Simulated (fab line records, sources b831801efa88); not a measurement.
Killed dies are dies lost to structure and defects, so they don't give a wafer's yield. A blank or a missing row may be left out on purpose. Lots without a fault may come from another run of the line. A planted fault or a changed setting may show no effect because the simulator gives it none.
One fault seen from 2 desks | flow sky130 | each desk has only its own numbers; what lay behind them comes last

THE TOOL OWNER'S DESK: rie_diel-01
The tool's own readings at SKY_FIELD_ISO_ETCH_14 (etches BARC in N2/H2, stops on SiO2, time 45.9 s, target depth 60 nm): means of the sampled wafers that have a number, for each lot that ran on this tool. A lot is out of limits, marked OUT, if its mean lies more than 4 standard deviations from the usual mean; the brackets give that distance.
Columns: A = drypump_motor_current_A at SKY_FIELD_ISO_ETCH_14, usual 5.7 A; B = oes_product_au at SKY_FIELD_ISO_ETCH_14, usual 0.855 a.u.; C = run_length_s at SKY_FIELD_ISO_ETCH_14, usual 74.2 s; D = throttle_valve_pct at SKY_FIELD_ISO_ETCH_14, usual 13.223 %
lot  | first seen here | A   | B               | C              | D
L936 | day 3 07:10     | 6.1 | 0.854           | 74.5           | 13.226
L937 | day 3 12:43     | 5.3 | 0.854           | 73.9           | 13.232
L938 | day 3 17:16     | 5.4 | 0.855           | 73.6           | 13.220
L939 | day 3 21:34     | 5.8 | 0.855           | 74.1           | 13.227
L940 | day 4 04:19     | 5.7 | 0.784 (-15) OUT | 82.5 (+22) OUT | 13.215
L941 | day 4 13:28     | 5.5 | 0.779 (-16) OUT | 82.4 (+21) OUT | 13.218
This desk's finding: out of limits on L940, L941; first on L940, day 4 04:19 (oes_product_au at SKY_FIELD_ISO_ETCH_14). In limits: L936, L937, L938, L939.

THE METROLOGY DESK
What the gauges read, lot by lot, whatever tool the lot ran on: means of the sampled wafers that have a number. A lot is out of limits, marked OUT, if its mean lies more than 4 standard deviations from the usual mean; the brackets give that distance.
Columns: A = DNWELL_TW at SKY_DNWELL_TW_MEAS_09, usual 1113
lot  | first seen here | A
L936 | day 4 11:45     | 1120
L937 | day 4 18:24     | 1095
L938 | day 4 18:36     | 1119
L939 | day 4 23:34     | 1120
L940 | day 5 04:14     | 1105
L941 | day 5 15:49     | 1118
L947 | day 6 20:01     | 1100
L951 | day 7 14:52     | 1134
L952 | day 7 21:22     | 1100
L953 | day 8 06:22     | 1128
L954 | day 8 11:25     | 1117
This desk's finding: nothing out of limits on any of the 11 lots.

PUT TOGETHER
The tool owner's desk could have raised an alarm at day 4 04:19, on L940, L941.
The metrology desk saw nothing out of limits.
The metrology desk has L940, L941 on record, within its limits.
Of the lots named, all ran SKY_FIELD_ISO_ETCH_14 on rie_diel-01.

WHAT THE SIMULATOR HAD PUT IN
Process parameter drift: rie_diel-01, from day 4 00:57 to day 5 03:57, at SKY_FIELD_ISO_ETCH_14. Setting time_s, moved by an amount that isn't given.
Lots struck among those shown: L940, L941.
Hours from the fault's start to each desk's first reading out of limits: the tool owner's desk, 3.
